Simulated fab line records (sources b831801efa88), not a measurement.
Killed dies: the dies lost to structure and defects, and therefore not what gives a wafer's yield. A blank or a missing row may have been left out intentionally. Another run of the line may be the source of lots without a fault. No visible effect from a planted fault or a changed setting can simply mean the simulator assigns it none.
Which tool did it? ; flow sky130 ; 14 lots with 42 wafers sampled at 3 steps, on a route of 708 steps

== WHAT EACH GAUGE READ, for each wafer ==
SKY_VIA4_THK_MEAS_20: measures by xrf. Usual: for VIA4_W_THK the level is 519 nm and the standard deviation is 10.
lot;measured;on;VIA4_W_THK (nm);flag
L319;day 42 20:59;film-metro-04;527 522 537;
L320;day 43 11:57;film-metro-01;538 515 535;
L321;day 43 15:05;film-metro-03;515 520 515;
L322;day 43 21:29;film-metro-01;511 518 535;
L324;day 44 10:31;film-metro-03;536 530 510;
L325;day 44 16:29;film-metro-03;535 508 502;
L326;day 44 22:08;film-metro-03;523 517 518;
L327;day 45 00:44;film-metro-04;519 520 516;
L334;day 47 05:39;film-metro-03;527 530 520;
L335;day 47 09:05;film-metro-04;511;
L336;day 47 12:44;film-metro-04;504 508;
L337;day 47 17:05;film-metro-04;500 514 522;
L341;day 48 13:20;film-metro-01;517 515 519;
L342;day 48 17:09;film-metro-03;530 503 528;

== WHICH TOOL RAN EACH LOT (tool, then ch and the chambers of the sampled wafers, then the start) ==
lot;SKY_VIA1_CMP_02;SKY_VIA4_ETCH_12
L319;cmp-01 ch 0,3, day 32 20:26;rie-diel-04 ch 0,1,3, day 42 19:58
L320;cmp-02 ch 0,1,3, day 33 13:55;rie-diel-01 ch 0,2,3, day 43 10:56
L321;cmp-02 ch 1,2, day 33 16:53;rie-diel-04 ch 0,3, day 43 14:02
L322;cmp-02 ch 0,1,2, day 33 21:49;rie-diel-02 ch 1,2,3, day 43 20:26
L324;cmp-01 ch 0,1, day 34 15:40;rie-diel-04 ch 0,2,3, day 44 09:31
L325;cmp-01 ch 0,1,3, day 34 22:55;rie-diel-02 ch 0,1, day 44 15:29
L326;cmp-02 ch 1,2,3, day 35 03:43;rie-diel-01 ch 0,1, day 44 21:08
L327;cmp-01 ch 2,3, day 35 10:24;rie-diel-02 ch 0,3, day 44 23:44
L334;cmp-02 ch 1,2,3, day 38 01:40;rie-diel-01 ch 0,3, day 47 04:37
L335;cmp-02 ch 1,2,3, day 38 05:50;rie-diel-01 ch 3, day 47 08:05
L336;cmp-02 ch 1,3, day 38 09:46;rie-diel-01 ch 0,2, day 47 11:44
L337;cmp-01 ch 1,2,3, day 38 15:01;rie-diel-04 ch 0,1,2, day 47 16:05
L341;cmp-01 ch 0,1, day 39 17:41;rie-diel-01 ch 1,2,3, day 48 12:19
L342;cmp-01 ch 0,1,2, day 39 23:27;rie-diel-01 ch 1,2, day 48 16:08
- SKY_VIA1_CMP_02: polishes SiO2.
- SKY_VIA4_ETCH_12: etches SiO2 in C4F8/O2/Ar, stops on TiN, target depth 580 nm.

== WHAT THE TOOLS THEMSELVES READ (means of the sampled wafers that have a number; where no wafer has one, the mark that the record gives instead) ==
SKY_VIA1_CMP_02. Usual: motor-current-A reads 13.4 A (standard deviation 1.2).
lot;tool;motor-current-A (A);flag
L319;cmp-01;12.2;
L320;cmp-02;14.4;
L321;cmp-02;14.0;
L322;cmp-02;14.3;
L324;cmp-01;12.0;
L325;cmp-01;12.0;
L326;cmp-02;14.1;
L327;cmp-01;11.9;
L334;cmp-02;14.3;
L335;cmp-02;14.5;
L336;cmp-02;13.4;
L337;cmp-01;12.7;
L341;cmp-01;11.9;
L342;cmp-01;12.9;

SKY_VIA4_ETCH_12. Usual: oes-product-au reads 0.926 a.u. (standard deviation 0.004).
lot;tool;oes-product-au (a.u.);flag
L319;rie-diel-04;0.926;
L320;rie-diel-01;0.927;
L321;rie-diel-04;0.927;
L322;rie-diel-02;0.926;
L324;rie-diel-04;0.922;
L325;rie-diel-02;0.928;
L326;rie-diel-01;0.926;
L327;rie-diel-02;0.925;
L334;rie-diel-01;0.927;
L335;rie-diel-01;0.933;
L336;rie-diel-01;0.926;
L337;rie-diel-04;0.928;
L341;rie-diel-01;0.927;
L342;rie-diel-01;0.926;

== THE ANSWER, worked out from the rows above alone ==
Rule: lot off if the mean of its wafers having a number is beyond 3 standard deviations from the usual mean. A lot without any number at a reading at which 4 lots or more have one is off too. The other lots that the step has rows for count as sound. The gauges are gone through in route order, then the tools' own readings, and for those a lot's mean is taken as printed above. At the first step where some lot is off, the reading lying furthest off is the one used; lots without a number count as furthest.
No lot is off on any of the readings shown, so nothing can be concluded from this.

== WHAT THE SIMULATOR PUT IN ==
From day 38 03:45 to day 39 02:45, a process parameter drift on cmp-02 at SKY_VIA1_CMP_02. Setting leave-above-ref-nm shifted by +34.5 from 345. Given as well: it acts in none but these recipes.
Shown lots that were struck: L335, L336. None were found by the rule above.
